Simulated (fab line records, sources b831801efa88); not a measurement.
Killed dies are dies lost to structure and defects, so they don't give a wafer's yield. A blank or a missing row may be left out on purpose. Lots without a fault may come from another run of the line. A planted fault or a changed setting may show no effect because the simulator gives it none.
One fault seen from 2 desks | flow sky130 | each desk has only its own numbers; what lay behind them comes last

THE METROLOGY DESK
What the gauges read, lot by lot, whatever tool the lot ran on: means of the sampled wafers that have a number. A lot is out of limits, marked OUT, if its mean lies more than 4 standard deviations from the usual mean; the brackets give that distance.
Columns: A = NWELL_TW at SKY_NWELL_TW_MEAS_15, usual 1812; B = NWELL_RS at SKY_NWELL_RS_MEAS_29, usual 624.9 ohm/sq; C = POLY_GATE_OVL at SKY_POLY_GATE_OVL_MEAS_14, usual 1 nm
lot  | first seen here | A               | B               | C
L534 | day 4 14:02     | 1812            | 623.4           | -3
L535 | day 4 18:16     | 1804            | 626.1           | 2
L538 | day 5 13:47     | 1822            | 625.4           | 6
L539 | day 5 16:07     | 1809            | 625.0           | -1
L543 | day 6 15:38     | 1808            | 625.9           | -6
L547 | day 7 20:01     | 1798            | 626.7           | -1
L548 | day 8 01:09     | 1815            | 626.3           | 5
L549 | day 8 04:10     | 1780 (-4.3) OUT | 644.5 (+12) OUT | 8
L550 | day 8 11:06     | 1780 (-4.4) OUT | 644.5 (+12) OUT | 10
L556 | day 9 23:55     | 1804            | 626.3           | 9
L557 | day 10 07:39    | 1821            | 626.1           | 2
This desk's finding: out of limits on L549, L550; first on L549, day 8 04:10 (NWELL_TW at SKY_NWELL_TW_MEAS_15). In limits: L534, L535, L538, L539, L543, L547, L548, L556, L557.

THE TOOL OWNER'S DESK: implanter-02
The tool's own readings at SKY_NWELL_IMPLANT_11: means of the sampled wafers that have a number, for each lot that ran on this tool. A lot is out of limits, marked OUT, if its mean lies more than 4 standard deviations from the usual mean; the brackets give that distance.
Columns: A = dose_ions_cm2 at SKY_NWELL_IMPLANT_11, usual 1.8999e+13; B = faraday_current_uA at SKY_NWELL_IMPLANT_11, usual 106.7
lot  | first seen here | A                    | B
L543 | day 6 15:05     | 1.8983e+13           | 105.2
L547 | day 7 19:30     | 1.9027e+13           | 106.4
L549 | day 8 03:37     | 1.7976e+13 (-49) OUT | 102.5
L550 | day 8 10:33     | 1.7975e+13 (-49) OUT | 101.8
This desk's finding: out of limits on L549, L550; first on L549, day 8 03:37 (dose_ions_cm2 at SKY_NWELL_IMPLANT_11). In limits: L543, L547.

PUT TOGETHER
The tool owner's desk could have raised an alarm at day 8 03:37, on L549, L550.
The metrology desk could have raised an alarm at day 8 04:10, on L549, L550.
Of the lots named, all ran SKY_NWELL_IMPLANT_11 on implanter-02.

WHAT THE SIMULATOR HAD PUT IN
Process parameter drift: implanter-02, from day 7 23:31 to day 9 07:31, at SKY_NWELL_IMPLANT_11. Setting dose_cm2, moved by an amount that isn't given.
Lots struck among those shown: L549, L550.
Hours from the fault's start to each desk's first reading out of limits: the tool owner's desk, 4; the metrology desk, 5.
